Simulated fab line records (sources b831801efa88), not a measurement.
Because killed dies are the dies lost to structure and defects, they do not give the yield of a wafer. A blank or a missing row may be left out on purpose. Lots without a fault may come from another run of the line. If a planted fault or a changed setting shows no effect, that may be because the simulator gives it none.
Struck lot and sound lot, side by side :: flow sky130 :: 19 out of 708 route steps
Sound: the wafers L255.1, L255.3, L255.5. Wafers struck: L248.1, L248.4, L248.6. The cause is named last.
For every step that has rows: the tool of each side, followed by ch and its chambers, followed by its first start. Under that, the readings that differ: sound wafers :: struck wafers :: difference of the means :: sigmas: that difference in standard deviations of wafers without a fault.
alike: readings with means less than 2 such deviations apart, plus words and numbers identical on both sides. not compared: withheld readings, readings lacking a value on some wafer, bounds such as >300 that could conceal the same value, and numbers that have no deviation in the record and whose values overlap.
Wherever a step has rows on one side only, a row that says differs or no value, or a row with sigmas, the two part there. Non-overlapping numbers with no deviation appear without sigmas and do not part them. A reading missing from all wafers of one side parts the sides only when that side holds two or more wafers.

first, 4 steps without rows for these wafers: SKY_VT_ADJUST_LVTN_SOFTBAKE_14 (time 60 s); SKY_VT_ADJUST_LVTN_EXPOSE_15 (exposes mask HVN STD DERIVED, target cd 600 nm); SKY_VT_ADJUST_LVTN_PEB_16; SKY_VT_ADJUST_LVTN_DEVELOP_17 (develop time 60 s).
SKY_VT_ADJUST_LVTN_OVL_MEAS_18:
  sound on overlay-02 at day 13 07:11; struck on overlay-01 at day 11 04:56
  alike: VT_ADJUST_LVTN_01_OVL
following that, these wafers have no rows for 1 step: SKY_VT_ADJUST_LVTN_IMPLANT_19.
SKY_VT_ADJUST_LVTN_STRIP_20: strips in O2/N2.
  sound on plasma-asher-02 ch 0,1, day 13 07:22; struck on plasma-asher-02 ch 0,1, day 11 05:07
  alike: drypump-motor-current-A, oes-product-au, strip-time-to-endpoint-s
  not compared: rf-hours-counter-h
SKY_VT_ADJUST_LVTN_TW_MEAS_21:
  sound on film-metro-02 at day 13 07:28; struck on film-metro-02 at day 11 05:13
  alike: VT_ADJUST_LVTN_2_TW
then, 4 steps without rows for these wafers: SKY_VT_ADJUST_NCORE_DEHYDRATE_00 (time 60 s); SKY_VT_ADJUST_NCORE_HMDS_01 (prime time 60 s); SKY_VT_ADJUST_NCORE_COAT_02 (resist thk 1140 nm); SKY_VT_ADJUST_NCORE_SOFTBAKE_03 (time 60 s).
SKY_VT_ADJUST_NCORE_EXPOSE_04: exposes mask LVTN COMPLEMENT THIN, target cd 380 nm.
  sound on iline-stepper-01 ch 0, day 13 20:40; struck on iline-stepper-02 ch 0, day 11 16:56
reading: model.VT_ADJUST_NCORE.overlay-x-nm (nm)
sound: -1.057 -1.057 -1.057
struck: 130.5 130.5 130.5
difference: +131.6
sigmas: 
  alike: mask, stage-vel-mm-s
then, 2 steps without rows for these wafers: SKY_VT_ADJUST_NCORE_PEB_05; SKY_VT_ADJUST_NCORE_DEVELOP_06 (develop time 60 s).
SKY_VT_ADJUST_NCORE_CD_MEAS_07 targets a cd of 380 nm.
  sound on cd-sem-02 at day 14 07:37; struck on cd-sem-01 at day 12 04:32
  alike: cd-nm
SKY_VT_ADJUST_NCORE_OVL_MEAS_08:
  sound on overlay-01 at day 14 07:44; struck on overlay-02 at day 12 04:39
reading: VT_ADJUST_NCORE_OVL (nm)
sound: -1.4 -1.1 0.9
struck: 129.9 129.1 129.3
difference: +130.0
sigmas: +87
following that, these wafers have no rows for 1 step: SKY_VT_ADJUST_NCORE_IMPLANT_09.
-- the record jumps here: 37 days lie between the struck wafers' starts before and after (it left off in module VT_ADJUST_NCORE and takes up again in module PAD_OPEN, whose first step shown is number 708 of the route) --
SKY_PAD_OPEN_PROBE_99:
  sound on prober-02 at day 50 07:01; struck on prober-01 at day 48 20:23
reading: killed-short
sound: 55 35 46
struck: 36 28 29
difference: -14
sigmas: -2

reading: model.etest.sram-nfet-pass.drive-ua-um
sound: 475.8 497.7 468.4
struck: 497.9 515.2 516.3
difference: +29.2
sigmas: 

reading: model.etest.sram-nfet-pass.vt-sat-v (V)
sound: 0.5793 0.5526 0.5811
struck: 0.5523 0.5221 0.524
difference: -0.0382
sigmas: 
  alike: killed_at_M0_to_M3, killed_at_M4_up, killed-at-contacts, killed-at-front-end, killed-at-other, killed-dies, killed-open
  not compared: model.etest.sram-nfet-pass.off-log10-a-um, model.etest.sram-nfet-pass.vt-v

WHERE THEY PART
Earliest at SKY_VT_ADJUST_NCORE_OVL_MEAS_08; latest, in this record, at SKY_PAD_OPEN_PROBE_99.

WHY: whatever the simulator had introduced
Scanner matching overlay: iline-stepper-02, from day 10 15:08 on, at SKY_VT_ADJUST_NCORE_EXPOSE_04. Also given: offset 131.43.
